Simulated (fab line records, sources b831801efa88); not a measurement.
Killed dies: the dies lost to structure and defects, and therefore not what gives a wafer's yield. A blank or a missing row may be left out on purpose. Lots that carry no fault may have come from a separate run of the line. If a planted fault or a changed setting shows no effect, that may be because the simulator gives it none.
Matching of chambers | flow sky130 | rieDiel-02 running SKY_VIA2_ETCH_15: 4 sister chambers
The step etches SiO2 in C4F8/O2/Ar, stops on TiN, target depth 546 nm, time 84 s. 18 wafers are shown with their chamber, then 9 later ones without.

WAFERS WITH THEIR CHAMBER
wafer  | chamber | oesProductAu (a.u.) | chamberPressureMTorr (mTorr)
L074.1 | 0       | 0.942               | 40.01
L074.2 | 1       | 0.944               | 39.96
L074.4 | 3       | 0.936               | 40.00
L077.3 | 2       | 0.936               | 39.96
L077.4 | 3       | 0.932               | 39.97
L077.5 | 1       | 0.942               | 40.00
L081.3 | 0       | 0.940               | 40.02
L081.4 | 2       | 0.936               | 39.99
L081.5 | 0       | 0.936               | 39.98
L084.3 | 1       | 0.941               | 40.01
L084.4 | 0       | 0.943               | 39.96
L084.6 | 3       | 0.937               | 40.06
L087.1 | 0       | 0.934               | 39.99
L087.2 | 2       | 0.938               | 40.02
L087.4 | 3       | 0.944               | 40.02
L089.1 | 2       | 0.938               | 39.97
L089.3 | 1       | 0.943               | 40.03
L089.4 | 3       | 0.937               | 40.03

SIGNATURES (averages over the wafers above)
reading              | chamber 0 | chamber 1 | chamber 2 | chamber 3 | scatter within a chamber
oesProductAu         | 0.93900   | 0.94250   | 0.93700   | 0.93720   | 0.0032
chamberPressureMTorr | 39.9920   | 40.0000   | 39.9850   | 40.0160   | 0.0287
Rule: a wafer lies at a distance from a chamber equal to the root of the sum of squares, over the readings, of (its reading less the chamber's mean, divided by the reading's scatter). The wafer belongs to the nearest chamber; if the next one is less than 2 further off, it can't be placed. The scatter: the root of (the sum of the squares of (reading less its chamber's mean) over the shown wafers, divided by (wafers less chambers)).

WAFERS MISSING THEIR CHAMBER
wafer  | oesProductAu (a.u.) | chamberPressureMTorr (mTorr)
L091.1 | 0.945               | 40.04
L091.4 | 0.944               | 39.95
L091.6 | 0.941               | 40.00
L096.1 | 0.933               | 39.98
L096.2 | 0.946               | 39.93
L096.5 | 0.934               | 39.98
L095.4 | 0.939               | 39.96
L095.5 | 0.948               | 40.03
L095.6 | 0.940               | 40.01

THE CHAMBER EACH PASSED THROUGH
wafer  | from the rows above               | in truth
L091.1 | can't be placed: 1 or 0 or 3 or 2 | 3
L091.4 | can't be placed: 1 or 0 or 2 or 3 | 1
L091.6 | can't be placed: 1 or 0 or 3 or 2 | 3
L096.1 | can't be placed: 2 or 3 or 0 or 1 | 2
L096.2 | can't be placed: 1 or 0 or 2 or 3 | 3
L096.5 | can't be placed: 2 or 3 or 0 or 1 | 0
L095.4 | can't be placed: 2 or 0 or 1 or 3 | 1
L095.5 | can't be placed: 1 or 0 or 3 or 2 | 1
L095.6 | can't be placed: 0 or 1 or 3 or 2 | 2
Correct placement for 0 of the 9. Can't be placed from these rows: 9 (the true chamber is among the candidates in 9). 0 placed wrongly.
